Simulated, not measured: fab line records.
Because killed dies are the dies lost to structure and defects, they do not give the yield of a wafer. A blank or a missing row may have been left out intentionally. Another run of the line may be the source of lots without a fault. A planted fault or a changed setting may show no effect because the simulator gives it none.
The tool behind it: which one? | flow gf180mcu | Sampling: 15 lots, 45 wafers, 4 of 602 route steps

WHAT EACH GAUGE READ, for each wafer
GF_POLY_GATE_CD_MEAS_18. Usual: cd-nm reads 279.6 nm (standard deviation 2.4).
lot  | measured     | on        | cd-nm (nm)        | flag
L710 | day 9 18:50  | cd-sem-02 | 278.0 279.8 277.3 |
L711 | day 9 21:31  | cd-sem-01 | 276.2 278.4 275.3 |
L712 | day 10 06:51 | cd-sem-02 | 282.5 283.0 285.0 |
L713 | day 10 18:04 | cd-sem-01 | 280.5 279.3 281.2 |
L716 | day 11 08:29 | cd-sem-02 | 281.1 281.0 279.1 |
L717 | day 11 17:47 | cd-sem-02 | 280.8 281.5 278.0 |
L718 | day 11 17:55 | cd-sem-01 | 279.9 278.1 274.6 |
L721 | day 12 17:55 | cd-sem-01 | 282.5 283.3 280.1 |
L722 | day 13 02:49 | cd-sem-01 | 275.2 278.6 274.9 |
L723 | day 13 08:31 | cd-sem-02 | 278.7 278.6 278.6 |
L724 | day 13 08:33 | cd-sem-01 | 278.8 281.4 280.7 |
L727 | day 14 11:17 | cd-sem-01 | 277.9 282.0 278.1 |
L729 | day 15 06:15 | cd-sem-01 | 279.2 281.3 283.3 |
L732 | day 15 18:47 | cd-sem-01 | 273.1 276.3 277.1 |
L733 | day 16 03:38 | cd-sem-01 | 279.8 278.1 278.1 |

GF_M1_OVL_MEAS_15. Usual: M1_OVL gives 0 nm (standard deviation 5.7).
lot  | measured     | on         | M1_OVL (nm) | flag
L710 | day 17 14:29 | overlay-01 | 3 7 4       |
L711 | day 17 18:14 | overlay-02 | 3 4 -1      |
L712 | day 18 05:41 | overlay-02 | -12 -8 -2   |
L713 | day 18 16:49 | overlay-02 | 4 -3 4      |
L716 | day 19 13:21 | overlay-02 | 8 4 4       |
L717 | day 20 03:44 | overlay-02 | 4 0 2       |
L718 | day 20 04:57 | overlay-02 | -3 -2 3     |
L721 | day 21 08:44 | overlay-01 | 0 2 0       |
L727 | day 23 11:00 | overlay-02 | 0 -2 -6     |
L729 | day 24 03:32 | overlay-02 | 3 -1 1      |
L732 | day 24 18:41 | overlay-01 | -5 -7 -9    |
L733 | day 25 03:50 | overlay-01 | -3 -6 -6    |

GF_V2_BOW_MEAS_05. Usual: V2_BOW gives 99 um (standard deviation 7.9).
lot  | measured     | on            | V2_BOW (um) | flag
L710 | day 19 19:20 | film-metro-01 | 93 88 96    |
L711 | day 19 22:28 | film-metro-01 | 90 89 78    |
L712 | day 20 11:06 | film-metro-03 | 92 97 97    |
L713 | day 20 22:26 | film-metro-02 | 108 102 108 |
L716 | day 21 16:52 | film-metro-03 | 102 111 99  |
L717 | day 22 07:15 | film-metro-03 | 103 102 103 |
L718 | day 22 08:34 | film-metro-03 | 96 92 103   |
L721 | day 23 11:16 | film-metro-03 | 91 94 94    |
L727 | day 25 10:13 | film-metro-03 | 94 96 91    |
L729 | day 26 02:11 | film-metro-02 | 92 106 103  |
L732 | day 26 17:13 | film-metro-02 | 106 102 97  |
L733 | day 27 01:52 | film-metro-02 | 102 90 89   |

TOOL THAT RAN EACH LOT (tool first, then ch and the chambers of the sampled wafers, then the start)
lot  | GF_POLY_GATE_STRIP_14
L710 | plasma-asher-03 ch 0,1, day 9 17:20
L711 | plasma-asher-02 ch 0,1, day 9 19:32
L712 | plasma-asher-03 ch 0,1, day 10 05:10
L713 | plasma-asher-02 ch 0,1, day 10 15:40
L716 | plasma-asher-02 ch 0,1, day 11 06:59
L717 | plasma-asher-02 ch 0,1, day 11 15:25
L718 | plasma-asher-01 ch 0,1, day 11 15:50
L721 | plasma-asher-03 ch 1, day 12 12:38
L722 | plasma-asher-02 ch 0,1, day 12 18:20
L723 | plasma-asher-02 ch 0,1, day 13 02:46
L724 | plasma-asher-02 ch 0,1, day 13 05:20
L727 | plasma-asher-02 ch 0,1, day 14 09:25
L729 | plasma-asher-02 ch 1, day 15 00:10
L732 | plasma-asher-03 ch 0,1, day 15 14:53
L733 | plasma-asher-03 ch 1, day 16 02:08
- GF_POLY_GATE_STRIP_14: strips in O2/N2.

WHAT THE TOOLS THEMSELVES READ (means of the sampled wafers that have a number; where no wafer has one, the mark that the record gives instead)
GF_POLY_GATE_STRIP_14. Usual: chamber-pressure-mTorr 1500.2 mTorr, standard deviation 1.3; drypump-motor-current-A 5.7 A, standard deviation 0.6; heater-power-w 336 W, standard deviation 23; o2-flow-sccm 3000 sccm, standard deviation 7.9; oes-product-au 0.505 a.u., standard deviation 0.0047.
lot  | tool            | chamber-pressure-mTorr (mTorr) | drypump-motor-current-A (A) | heater-power-w (W) | o2-flow-sccm (sccm) | oes-product-au (a.u.) | flag
L710 | plasma-asher-03 | 1499.7                         | 6.0                         | 323                | 2997                | 0.502                 |
L711 | plasma-asher-02 | 1501.1                         | 5.5                         | 329                | 3001                | 0.506                 |
L712 | plasma-asher-03 | 1500.3                         | 5.4                         | 345                | 3002                | 0.508                 |
L713 | plasma-asher-02 | 1500.4                         | 5.5                         | 330                | 3005                | 0.500                 |
L716 | plasma-asher-02 | 1500.9                         | 5.5                         | 327                | 3007                | 0.502                 |
L717 | plasma-asher-02 | 1501.0                         | 5.5                         | 328                | 3000                | 0.506                 |
L718 | plasma-asher-01 | 1501.4                         | 6.4                         | 362                | 3006                | 0.503                 |
L721 | plasma-asher-03 | 1500.4                         | 4.9                         | 352                | 3013                | 0.500                 |
L722 | plasma-asher-02 | -                              | -                           | -                  | -                   | -                     | OFF
L723 | plasma-asher-02 | -                              | -                           | -                  | -                   | -                     | OFF
L724 | plasma-asher-02 | -                              | -                           | -                  | -                   | -                     | OFF
L727 | plasma-asher-02 | 1500.8                         | 5.5                         | 331                | 3003                | 0.508                 |
L729 | plasma-asher-02 | 1501.1                         | 5.6                         | 324                | 2991                | 0.504                 |
L732 | plasma-asher-03 | 1500.4                         | 6.0                         | 326                | 2998                | 0.506                 |
L733 | plasma-asher-03 | 1500.4                         | 4.9                         | 358                | 2994                | 0.512                 |

THE ANSWER, worked out from the rows above alone
Rule: lot off if the mean of its wafers having a number is beyond 3 standard deviations from the usual mean. Also off: a lot with no number at a reading for which 4 or more lots have one. The other lots that the step has rows for count as sound. Order of review: gauges by route order, followed by the tools' own readings, for which a lot's mean as printed above is used. The first step at which some lot is off is used, and at that step the reading that is off furthest; a lot without a number counts as furthest.
Off, at GF_POLY_GATE_STRIP_14 on chamber-pressure-mTorr: L722, L723, L724. Without a number there: L722, L723, L724.
A tool fits if, at that step or a process step before it, it ran every lot that is off, and no sound lot after the first of them. No candidate that was tried fits.

WHAT THE SIMULATOR HAD PUT IN
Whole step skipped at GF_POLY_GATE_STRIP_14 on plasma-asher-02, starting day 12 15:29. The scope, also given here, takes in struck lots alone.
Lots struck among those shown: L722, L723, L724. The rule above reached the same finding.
